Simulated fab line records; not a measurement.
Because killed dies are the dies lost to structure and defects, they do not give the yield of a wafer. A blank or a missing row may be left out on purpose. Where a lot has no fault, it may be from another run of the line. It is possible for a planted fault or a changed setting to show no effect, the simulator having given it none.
Matching of chambers    flow sky130    SKY_PASSIVATION_CVD_02 on pecvd-04 has 3 sister chambers
The step deposits Si3N4, target thk 540 nm. 5 wafers are shown with their chamber, then 8 later ones without.

## WAFERS PAIRED WITH THEIR CHAMBERS
wafer   chamber  heater power w (W)  rf fwd power W (W)
L082.4  1        631                 449.4
L083.1  2        765                 453.2
L083.4  0        738                 451.7
L083.6  0        752                 449.7
L089.4  2        825                 449.2

## WAFERS WITH NO CHAMBER GIVEN
wafer   heater power w (W)  rf fwd power W (W)
L089.5  712                 448.9
L089.6  623                 451.1
L090.3  745                 449.4
L090.5  749                 450.3
L090.6  776                 449.0
L091.1  777                 450.2
L091.2  657                 448.7
L091.3  764                 449.8

## EACH ONE'S CHAMBER
wafer    from the rows above            in truth
L089.5   can't be placed: 0 or 1 or 2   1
L089.6   1                              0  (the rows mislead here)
L090.3   can't be placed: 0 or 2        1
L090.5   can't be placed: 0 or 2        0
L090.6   can't be placed: 2 or 0        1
L091.1   can't be placed: 2 or 0        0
L091.2   1                              1
L091.3   can't be placed: 0 or 2        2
1 of 8 placed correctly. Can't be placed from these rows: 6 (the true chamber is among the candidates in 4). 1 placed wrongly.
How it was worked out, from the rows above alone: a wafer's distance from a chamber is the root of the sum, over the readings, of the square of ((its reading less the chamber's mean) divided by the reading's scatter). If the next closest chamber is less than 2 further off than the closest, the wafer can't be placed; otherwise it belongs to the closest. Each chamber's mean is taken over the wafers shown for it. The scatter: the root of (the sum of the squares of (reading less its chamber's mean) over the shown wafers, divided by (wafers less chambers)).
